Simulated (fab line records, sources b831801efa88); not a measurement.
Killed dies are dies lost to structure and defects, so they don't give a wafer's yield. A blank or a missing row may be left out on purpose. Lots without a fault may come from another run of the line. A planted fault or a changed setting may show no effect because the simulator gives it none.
A struck lot beside a sound one | flow gf180mcu | 15 steps out of a route of 602
Sound: wafers L416.1, L416.2, L416.6. Struck: wafers L423.3, L423.4, L423.5. The cause comes at the end.
At each step with rows: each side's tool, then ch and its chambers, then its first start. Under that, the readings that differ: sound wafers | struck wafers | difference of the means | sigmas: that difference in standard deviations of wafers without a fault.
alike: readings whose means differ by less than 2 such deviations, and words and numbers that are the same on both sides. not compared: withheld readings, readings that some wafer has no value for, bounds like >300 that may hide the same value, and numbers for which the record gives no deviation and whose values overlap.
The two part at a step that has a row with sigmas, a row that says differs or no value, or rows on one side only. Numbers that don't overlap but have no deviation are shown without sigmas and don't part them. A reading that every wafer of one side lacks parts them only if that side has two wafers or more.

GF_V3_ETCH_16: etches BARC in N2/H2.
  sound on rie_diel-03 ch 0,1,3, day 22 14:55; struck on rie_diel-04 ch 0,3, day 25 01:46
  alike: chamber_pressure_mTorr, drypump_motor_current_A, oes_product_au, throttle_valve_pct
GF_V3_ETCH_17: etches SiO2 in C4F8/O2/Ar, stops on TiN, target depth 635 nm.
  sound on rie_diel-03 ch 0,1,3; struck on rie_diel-04 ch 0,3
  alike: chamber_pressure_mTorr, oes_product_au
GF_V3_STRIP_18: strips in O2/N2.
  sound on plasma_asher-02 ch 0,1, day 22 15:02; struck on plasma_asher-01 ch 0,1, day 25 01:55
  reading            | sound       | struck      | difference | sigmas
  heater_power_w (W) | 279 343 273 | 375 349 380 | +70        | +2
  alike: chamber_pressure_mTorr, drypump_motor_current_A, oes_product_au
  not compared: rf_hours_counter_h
then, 5 steps without rows for these wafers: GF_V3_STRIP_19 (strips in post etch residue remover, time 1200 s); GF_V3_CLEAN_20 (cleans in DIW); GF_V3_SPUTTER_21 (material Ti, target thk 15 nm, time 80.02 s); GF_V3_SPUTTER_22 (material TiN, target thk 10 nm, time 40 s); GF_V3_CVD_23 (deposits W, target thk 350 nm, time 104.9 s).
GF_V3_RS_MEAS_24: measures by four-point-probe.
  sound on film_metro-03, day 22 15:49; struck on film_metro-02, day 25 02:40
  alike: V3_W_RS
GF_V3_THK_MEAS_25: measures by xrf.
  sound on film_metro-03, day 22 15:56; struck on film_metro-02, day 25 02:46
  alike: V3_W_THK
then, 1 step without rows for these wafers: GF_V3_CMP_26 (polishes, stops on SiO2, t overpolish 15 s, target thk 0 nm).
GF_M4_SPUTTER_00: material Ti, target thk 37.5 nm, time 150 s.
  sound on pvd_sputter-01, day 22 16:18; struck on pvd_sputter-01, day 25 03:07
  alike: cathode_dc_power_W, throttle_valve_pct
GF_M4_SPUTTER_01: material TiN, target thk 30 nm, time 25 s.
  sound on pvd_sputter-01, day 22 16:24; struck on pvd_sputter-01, day 25 03:13
  reading                                | sound                | struck               | difference | sigmas
  cathode_dc_power_W (W)                 | 6498.9 6500.8 6499.8 | 6727.7 6728.0 6730.8 | +229.0     | +99 or more
  model.TiN_of_M4_SPUTTER_01.thk_nm (nm) | 30.03 29.96 30.15    | 31.06 30.93 31.29    | +1.05      |
  alike: throttle_valve_pct
GF_M4_SPUTTER_02: material AlCu, target thk 450 nm, time 23.9 s.
  sound on pvd_sputter-01, day 22 16:26; struck on pvd_sputter-01, day 25 03:14
  alike: cathode_dc_power_W, throttle_valve_pct
then, 1 step without rows for these wafers: GF_PASSIVATION_PROBE_99.

WHERE THEY PART
First at GF_V3_STRIP_18; last, within this record, at GF_M4_SPUTTER_01. Later steps at which nothing parts them and some readings are alike: GF_M4_SPUTTER_02.

WHY: what the simulator had put in
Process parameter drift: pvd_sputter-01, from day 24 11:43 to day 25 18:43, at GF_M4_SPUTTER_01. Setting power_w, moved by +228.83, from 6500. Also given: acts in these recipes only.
